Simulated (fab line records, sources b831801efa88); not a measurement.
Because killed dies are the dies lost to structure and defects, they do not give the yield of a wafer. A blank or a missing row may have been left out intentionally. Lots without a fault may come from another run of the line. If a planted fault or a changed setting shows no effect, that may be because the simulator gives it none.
fab line records	flow gf180mcu
record: lots: 14	wafers: 42	last-day: 34
route steps=602 shown HV_LDD@196 PSD@254 SALICIDE@283
lots that met no fault: from a run of the same line without faults
start-h: hours from the record's opening day to when the first of the lot's shown wafers began	wait-h: hours elapsed since this lot's preceding step	" the same as in the row above	L1.1+2: a row that stands for several wafers	- value missing, or start not given	* or withheld: withheld	< > ~ a bound
route shown NAME@n: a module of which the file shows steps, and the number in the route of the first	usual: mean and standard deviation over wafers with no fault	same: alike in all rows	chamber/n: place in a boat	sites: readings site by site	_std_site: how widely they spread, as a standard deviation	_edge_site: the outer-site mean with the inner-site mean subtracted	radius-mm: for every site, how far away it sits from the centre of the wafer	mask NAME#n: copy n	behind: the tool/chamber that last shaped the wafer	hold: what put the lot on hold/how long, in hours/how the hold closed	device: transistor that didn't switch, given as n, p or np	end of line: the tests these same wafers got at the end of their route	step lacking rows: just its recipe	killed: the dies lost at the first sort to structure and to defects; this is not the yield of the wafer	map: a wafer's dies, marking killed ones x, the rest . and places with no die _
set.NAME: the setting the step ran with; set.NAME@STEP: the setting that earlier step ran with	model.NAME: the simulator's own value behind a step, which no gauge read
route steps across a sampled set of lots; one table per step, one row per wafer
== steps ==
step: GF_HV_LDD_OVL_MEAS_20
usual: HV_LDD_01_OVL: 0.9/1.3
lot.wafer	tool	chamber	start-h	wait-h	HV_LDD_01_OVL[nm]
L919.1	overlay-02	-	232.51	0.1	0.7
L919.3	"	-	"	"	1.1
L919.5	"	-	"	"	2.9
L920.1	overlay-01	-	240.81	0.1	1.7
L920.4	"	-	"	"	0.6
L920.6	"	-	"	"	-0.6
L921.2	overlay-02	-	244.82	0.1	0.8
L921.3	"	-	"	"	1.1
L921.4	"	-	"	"	2.1
L922.1	overlay-02	-	251.75	0.1	-0.5
L922.2	"	-	"	"	1.2
L922.3	"	-	"	"	0.1
L923.1	overlay-01	-	265.36	0.1	1.4
L923.3	"	-	"	"	1.5
L923.6	"	-	"	"	0.9
L924.1	overlay-01	-	270.61	0.1	3.6
L924.2	"	-	"	"	1.7
L924.5	"	-	"	"	3.2
L925.1	overlay-02	-	279.11	0.1	1.3
L925.5	"	-	"	"	2.2
L925.6	"	-	"	"	2.6
L926.2	overlay-01	-	294.46	0.1	0.9
L926.3	"	-	"	"	-0.2
L926.5	"	-	"	"	1.6
L935.3	overlay-02	-	356.27	0.1	-1.4
L935.5	"	-	"	"	-1.7
L935.6	"	-	"	"	-1.6
L936.2	overlay-02	-	361.31	0.1	1.1
L936.3	"	-	"	"	0.5
L936.6	"	-	"	"	0.7
L937.3	overlay-02	-	368.21	0.1	1.8
L937.4	"	-	"	"	1.0
L937.5	"	-	"	"	1.3
L938.1	overlay-01	-	379.76	0.1	2.1
L938.5	"	-	"	"	1.5
L938.6	"	-	"	"	2.8
L940.2	overlay-01	-	393.37	0.1	1.2
L940.3	"	-	"	"	2.0
L940.5	"	-	"	"	1.7
L941.3	overlay-01	-	399.12	0.1	-0.8
L941.4	"	-	"	"	0.6
L941.5	"	-	"	"	1.4
step: GF_HV_LDD_OVL_MEAS_32
usual: HV_LDD_02_OVL: 0.1/1.7
lot.wafer	tool	chamber	start-h	wait-h	HV_LDD_02_OVL[nm]
L919.1	overlay-01	-	250.86	0.1	0.7
L919.3	"	-	"	"	1.0
L919.5	"	-	"	"	-0.5
L920.1	overlay-01	-	259.35	0.1	0.4
L920.4	"	-	"	"	2.0
L920.6	"	-	"	"	0.2
L921.2	overlay-01	-	263.81	0.1	-0.2
L921.3	"	-	"	"	1.3
L921.4	"	-	"	"	0.4
L922.1	overlay-02	-	270.70	0.1	-1.0
L922.2	"	-	"	"	-0.5
L922.3	"	-	"	"	-1.2
L923.1	overlay-02	-	284.95	0.1	-2.3
L923.3	"	-	"	"	-1.3
L923.6	"	-	"	"	-1.5
L924.1	overlay-01	-	290.20	0.1	1.2
L924.2	"	-	"	"	4.8
L924.5	"	-	"	"	2.2
L925.1	overlay-02	-	298.91	0.1	-2.5
L925.5	"	-	"	"	0.2
L925.6	"	-	"	"	0.1
L926.2	overlay-02	-	315.46	0.1	2.1
L926.3	"	-	"	"	2.2
L926.5	"	-	"	"	1.3
L935.3	overlay-01	-	378.97	0.1	-3.9
L935.5	"	-	"	"	-3.2
L935.6	"	-	"	"	-2.3
L936.2	overlay-02	-	384.06	0.1	-1.4
L936.3	"	-	"	"	-0.1
L936.6	"	-	"	"	0.1
L937.3	overlay-02	-	390.67	0.1	1.6
L937.4	"	-	"	"	2.0
L937.5	"	-	"	"	1.9
L938.1	overlay-02	-	403.21	0.1	-1.2
L938.5	"	-	"	"	-2.4
L938.6	"	-	"	"	-0.4
L940.2	overlay-02	-	416.82	0.1	-1.2
L940.3	"	-	"	"	-1.1
L940.5	"	-	"	"	-2.8
L941.3	overlay-02	-	422.67	0.1	0.9
L941.4	"	-	"	"	0.2
L941.5	"	-	"	"	-1.0
step: GF_PSD_DEVELOP_06
recipe: develop-time-s: 60	dev-temp-c: 23
usual: developer-temp-C: 22.99/0.1
lot.wafer	tool	chamber	start-h	wait-h	developer-temp-C
L919.1	litho-track-04	0	313.98	0.1	22.90
L919.3	"	0	"	"	22.95
L919.5	"	0	"	"	22.84
L920.1	litho-track-01	0	323.29	0.1	22.98
L920.4	"	0	"	"	22.92
L920.6	"	0	"	"	22.75
L921.2	litho-track-02	0	331.05	0.1	23.04
L921.3	"	0	"	"	22.85
L921.4	"	0	"	"	22.99
L922.1	litho-track-02	0	336.63	0.1	22.83
L922.2	"	0	"	"	22.97
L922.3	"	0	"	"	23.02
L923.1	litho-track-02	0	350.83	0.1	23.03
L923.3	"	0	"	"	23.05
L923.6	"	0	"	"	22.99
L924.1	litho-track-04	0	356.43	0.1	22.97
L924.2	"	0	"	"	23.12
L924.5	"	0	"	"	22.99
L925.1	litho-track-02	0	367.62	0.1	23.02
L925.5	"	0	"	"	23.07
L925.6	"	0	"	"	23.10
L926.2	litho-track-04	0	384.85	0.1	23.01
L926.3	"	0	"	"	23.15
L926.5	"	0	"	"	23.06
L935.3	litho-track-02	0	453.17	0.1	22.26
L935.5	"	0	"	"	22.44
L935.6	"	0	"	"	22.33
L936.2	litho-track-02	0	459.85	0.1	22.39
L936.3	"	0	"	"	22.39
L936.6	"	0	"	"	22.36
L937.3	litho-track-04	0	466.33	0.1	22.98
L937.4	"	0	"	"	22.98
L937.5	"	0	"	"	22.87
L938.1	litho-track-04	0	479.18	0.1	22.81
L938.5	"	0	"	"	22.94
L938.6	"	0	"	"	22.75
L940.2	litho-track-01	0	494.46	0.1	23.22
L940.3	"	0	"	"	22.89
L940.5	"	0	"	"	22.83
L941.3	litho-track-04	0	498.88	0.1	22.94
L941.4	"	0	"	"	23.04
L941.5	"	0	"	"	23.03
step: GF_SALICIDE_THK_MEAS_05
recipe: thk-meas-gauge: xrf	reads: TiN_of_SALICIDE_SPUTTER_03
usual: SALICIDE_TIN_THK: 20.2/0.3
lot.wafer	tool	chamber	start-h	wait-h	SALICIDE_TIN_THK[nm]
L919.1	film-metro-03	-	336.88	0.1	20.2
L919.3	"	-	"	"	20.2
L919.5	"	-	"	"	20.4
L920.1	film-metro-03	-	346.05	0.1	20.0
L920.4	"	-	"	"	20.0
L920.6	"	-	"	"	20.0
L921.2	film-metro-02	-	354.06	0.1	20.4
L921.3	"	-	"	"	20.3
L921.4	"	-	"	"	20.0
L922.1	film-metro-02	-	359.82	0.1	20.3
L922.2	"	-	"	"	20.5
L922.3	"	-	"	"	20.6
L923.1	film-metro-02	-	374.84	0.1	20.0
L923.3	"	-	"	"	20.3
L923.6	"	-	"	"	20.1
L924.1	film-metro-03	-	380.57	0.1	20.9
L924.2	"	-	"	"	20.6
L924.5	"	-	"	"	20.3
L925.1	film-metro-03	-	391.52	0.1	19.9
L925.5	"	-	"	"	20.0
L925.6	"	-	"	"	19.8
L926.2	film-metro-02	-	409.55	0.1	20.3
L926.3	"	-	"	"	20.5
L926.5	"	-	"	"	20.4
L935.3	film-metro-02	-	478.21	0.1	20.6
L935.5	"	-	"	"	20.1
L935.6	"	-	"	"	20.4
L936.2	film-metro-03	-	484.82	0.1	19.8
L936.3	"	-	"	"	20.0
L936.6	"	-	"	"	19.7
L937.3	film-metro-02	-	491.56	0.1	20.5
L937.4	"	-	"	"	20.1
L937.5	"	-	"	"	20.5
L938.1	film-metro-03	-	504.39	0.1	20.8
L938.5	"	-	"	"	20.3
L938.6	"	-	"	"	20.7
L940.2	film-metro-02	-	519.11	0.1	20.2
L940.3	"	-	"	"	20.6
L940.5	"	-	"	"	20.3
L941.3	film-metro-03	-	523.91	0.1	20.6
L941.4	"	-	"	"	20.6
L941.5	"	-	"	"	20.7
== key ==
first-sign: step: GF_PSD_DEVELOP_06	reading: developer-temp-C	direction: down	sigmas: 6.3	usual: *	struck: *
effect none on later readings
met-at GF_PSD_DEVELOP_06
struck-lots L935,L936
tester-left-out L935,L936
not-acting-at GF_HV_LDD_OVL_MEAS_20,GF_HV_LDD_OVL_MEAS_32,GF_SALICIDE_THK_MEAS_05
onset-between 367.62 453.17
fault: kind: process-parameter-drift	tool: litho-track-02	chamber: -	onset-h: 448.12	steps: GF_PSD_DEVELOP_06	channel: dev-temp-c	offset: *	shape: step	end-h: 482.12	acts-in: *	stated: *
tester-left-out: of these lots the tester's yield and bins aren't shown, on N5 and GAA mostly nor the transistor test; their killed dies are dies lost to structure and defects alone, not to doping, threshold or leakage, so they don't give the yield
